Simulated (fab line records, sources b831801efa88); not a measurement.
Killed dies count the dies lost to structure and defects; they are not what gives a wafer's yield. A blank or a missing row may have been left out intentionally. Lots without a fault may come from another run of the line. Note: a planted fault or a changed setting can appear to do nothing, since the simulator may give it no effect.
Matching of chambers :: flow sfq line :: SFQ_TRILAYER_I2_CMP_CMP_064 on cmp-01: 4 sister chambers
The step polishes SiO2. 16 wafers are shown with their chamber, then 8 later ones without.

EACH WAFER AND ITS CHAMBER
wafer: L190.1
chamber: 1
motor current A (A): 11.5
retaining ring pressure frac: 1.006
time to endpoint s (s): 218

wafer: L190.3
chamber: 0
motor current A (A): 9.8
retaining ring pressure frac: 1.000
time to endpoint s (s): 218

wafer: L190.5
chamber: 1
motor current A (A): 11.9
retaining ring pressure frac: 0.999
time to endpoint s (s): 222

wafer: L191.2
chamber: 1
motor current A (A): 11.1
retaining ring pressure frac: 0.989
time to endpoint s (s): 201

wafer: L191.4
chamber: 2
motor current A (A): 8.9
retaining ring pressure frac: 0.997
time to endpoint s (s): 204

wafer: L191.6
chamber: 0
motor current A (A): 10.2
retaining ring pressure frac: 0.995
time to endpoint s (s): 216

wafer: L192.2
chamber: 1
motor current A (A): 11.3
retaining ring pressure frac: 0.985
time to endpoint s (s): 209

wafer: L192.3
chamber: 2
motor current A (A): 9.0
retaining ring pressure frac: 0.988
time to endpoint s (s): 210

wafer: L192.6
chamber: 0
motor current A (A): 9.6
retaining ring pressure frac: 0.997
time to endpoint s (s): 220

wafer: L194.4
chamber: 3
motor current A (A): 9.8
retaining ring pressure frac: 0.998
time to endpoint s (s): 219

wafer: L194.1
chamber: 1
motor current A (A): 11.5
retaining ring pressure frac: 1.001
time to endpoint s (s): 224

wafer: L194.5
chamber: 2
motor current A (A): 9.2
retaining ring pressure frac: 0.998
time to endpoint s (s): 211

wafer: L201.1
chamber: 0
motor current A (A): 10.1
retaining ring pressure frac: 0.997
time to endpoint s (s): 219

wafer: L201.3
chamber: 3
motor current A (A): 10.4
retaining ring pressure frac: 0.997
time to endpoint s (s): 205

wafer: L201.5
chamber: 2
motor current A (A): 8.9
retaining ring pressure frac: 0.989
time to endpoint s (s): 224

wafer: L202.1
chamber: 2
motor current A (A): 9.6
retaining ring pressure frac: 0.996
time to endpoint s (s): 216

SIGNATURES, as means of the wafers listed above
reading: motor current A
chamber 0: 9.925
chamber 1: 11.460
chamber 2: 9.120
chamber 3: 10.100
scatter within a chamber: 0.304

reading: retaining ring pressure frac
chamber 0: 0.99725
chamber 1: 0.99600
chamber 2: 0.99360
chamber 3: 0.99750
scatter within a chamber: 0.00582

reading: time to endpoint s
chamber 0: 218.25
chamber 1: 214.80
chamber 2: 213.00
chamber 3: 212.00
scatter within a chamber: 7.65
Rule: for each reading, subtract the chamber's mean from the wafer's reading, divide by that reading's scatter and square the result; add these up over the readings and take the root, which gives the wafer's distance from the chamber. The wafer belongs to the nearest chamber; if the next one is less than 2 further off, it can't be placed. The scatter is the square root of a quotient: the sum, over the shown wafers, of each reading's squared deviation from its chamber's mean, divided by wafers minus chambers.

WAFERS WITH NO CHAMBER GIVEN
wafer: L202.5
motor current A (A): 11.2
retaining ring pressure frac: 0.995
time to endpoint s (s): 220

wafer: L202.6
motor current A (A): 9.5
retaining ring pressure frac: 0.994
time to endpoint s (s): 222

wafer: L206.1
motor current A (A): 9.3
retaining ring pressure frac: 0.990
time to endpoint s (s): 206

wafer: L206.4
motor current A (A): 11.7
retaining ring pressure frac: 0.987
time to endpoint s (s): 206

wafer: L206.6
motor current A (A): 9.1
retaining ring pressure frac: 0.996
time to endpoint s (s): 211

wafer: L208.4
motor current A (A): 10.3
retaining ring pressure frac: 0.999
time to endpoint s (s): 230

wafer: L208.3
motor current A (A): 9.2
retaining ring pressure frac: 1.002
time to endpoint s (s): 211

wafer: L208.6
motor current A (A): 10.0
retaining ring pressure frac: 0.992
time to endpoint s (s): 219

THE CHAMBER EACH PASSED THROUGH
wafer: L202.5
from the rows above: 1
in truth: 1

wafer: L202.6
from the rows above: can't be placed: 0 or 2 or 3
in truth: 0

wafer: L206.1
from the rows above: can't be placed: 2 or 0 or 3
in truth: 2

wafer: L206.4
from the rows above: 1
in truth: 1

wafer: L206.6
from the rows above: 2
in truth: 2

wafer: L208.4
from the rows above: can't be placed: 0 or 3
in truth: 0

wafer: L208.3
from the rows above: can't be placed: 2 or 0 or 3
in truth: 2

wafer: L208.6
from the rows above: can't be placed: 0 or 3
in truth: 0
Correctly placed: 3 of 8. From these rows, 5 cannot be placed; in 5 the true chamber is one of the candidates. Number placed wrongly: 0.
